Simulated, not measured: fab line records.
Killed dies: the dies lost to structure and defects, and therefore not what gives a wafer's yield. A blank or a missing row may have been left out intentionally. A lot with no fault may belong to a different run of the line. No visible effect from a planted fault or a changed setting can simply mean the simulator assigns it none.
Comparing a struck lot with a sound one | flow sky130 | 20 out of 708 route steps
Sound: wafers L276.2, L276.4, L276.6. The struck wafers were L287.2, L287.3, L287.5. The cause comes at the end.
At each step with rows: each side's tool, then ch and its chambers, then its first start. Under that, the readings that differ: sound wafers | struck wafers | difference of the means | sigmas: that difference in standard deviations of wafers without a fault.
alike: readings with means less than 2 such deviations apart, plus words and numbers identical on both sides. not compared: withheld readings, readings lacking a value on some wafer, bounds such as >300 that could conceal the same value, and numbers that have no deviation in the record and whose values overlap.
A row with sigmas, a row that says differs or no value, or rows on one side alone: a step with any of these is where the two part. Numbers that don't overlap but have no deviation are shown without sigmas and don't part them. Lack of a reading on every wafer of one side parts them only where that side has two or more wafers.

SKY_LDD_HVP_OVL_MEAS_07:
  sound on overlay-01, day 21 02:39; struck on overlay-01, day 26 03:59
  alike: LDD_HVP_OVL
next, for these wafers, 1 step has no rows: SKY_LDD_HVP_IMPLANT_08.
SKY_LDD_HVP_STRIP_09: strips in O2/N2.
  sound on plasma_asher-04 ch 0,1, day 21 02:50; struck on plasma_asher-04 ch 0, day 26 04:10
  alike: drypump_motor_current_A, n2_flow_sccm, oes_product_au, strip_time_to_endpoint_s
  not compared: rf_hours_counter_h
SKY_LDD_HVP_TW_MEAS_10:
  sound on film_metro-01, day 21 02:56; struck on film_metro-02, day 26 04:16
  alike: LDD_HVP_TW
then, 7 steps without rows for these wafers: SKY_LDD_LDN_DEHYDRATE_00 (time 60 s); SKY_LDD_LDN_HMDS_01 (prime time 60 s); SKY_LDD_LDN_COAT_02 (resist thk 1140 nm); SKY_LDD_LDN_SOFTBAKE_03 (time 60 s); SKY_LDD_LDN_EXPOSE_04 (exposes mask LDNTM, target cd 700 nm); SKY_LDD_LDN_PEB_05; SKY_LDD_LDN_DEVELOP_06 (develop time 60 s).
SKY_LDD_LDN_OVL_MEAS_07:
  sound on overlay-02, day 22 09:41; struck on overlay-01, day 27 09:31
  alike: LDD_LDN_OVL
SKY_LDD_LDN_IMPLANT_08:
  sound on implanter-02 ch 0, day 22 09:44; struck on implanter-02 ch 0, day 27 09:40
  reading            | sound                            | struck                        | difference | sigmas
  dose_ions_cm2      | 1.2515e+13 1.2515e+13 1.2499e+13 | 9.064e+12 9.078e+12 9.057e+12 | -3.443e+12 | -99 or more
  faraday_current_uA | 70.5 73.0 72.2                   | 51.4 51.5 50.7                | -20.7      | -14
  alike: beam_on_s
then, 3 steps without rows for these wafers: SKY_LDD_LDN_IMPLANT_09; SKY_LDD_LDN_IMPLANT_10; SKY_LDD_LDN_IMPLANT_11.
SKY_LDD_LDN_STRIP_12: strips in O2/N2.
  sound on plasma_asher-04 ch 0,1, day 22 10:19; struck on plasma_asher-02 ch 0, day 27 10:14
  reading             | sound             | struck            | difference | sigmas
  n2_flow_sccm (sccm) | 299.0 299.6 299.6 | 300.8 302.0 300.9 | +1.8       | +2
  alike: drypump_motor_current_A, oes_product_au, strip_time_to_endpoint_s
  not compared: rf_hours_counter_h
SKY_LDD_LDN_TW_MEAS_13:
  sound on film_metro-03, day 22 10:25; struck on film_metro-03, day 27 10:20
  reading    | sound          | struck         | difference | sigmas
  LDD_LDN_TW | 1480 1481 1479 | 1421 1429 1424 | -55        | -7
then, 1 step without rows for these wafers: SKY_LDD_LDN_CLEAN_14 (cleans in SC1/SC2, time 150 s).
-- a jump in the record: the struck wafers' starts before and after are 21 days apart (it breaks off in module LDD_LDN and resumes in module PAD_OPEN, where the first step shown is number 708 of the route) --
SKY_PAD_OPEN_PROBE_99:
  sound on prober-02, day 45 11:47; struck on prober-02, day 48 15:41
  reading                         | sound          | struck         | difference | sigmas
  model.etest.tip_sonos.rs_ohm_sq | 2711 2739 2712 | 2704 2683 2689 | -29        |
  alike: killed_at_M0_to_M3, killed_at_M4_up, killed_at_contacts, killed_at_front_end, killed_at_other, killed_dies, killed_open, killed_short

WHERE THEY PART
At SKY_LDD_LDN_IMPLANT_08 first; at SKY_LDD_LDN_TW_MEAS_13 last (within this record only). Later steps at which nothing parts them and some readings are alike: SKY_PAD_OPEN_PROBE_99.

WHY: the cause the simulator had injected
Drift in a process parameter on implanter-02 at SKY_LDD_LDN_IMPLANT_08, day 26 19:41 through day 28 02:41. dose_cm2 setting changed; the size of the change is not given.
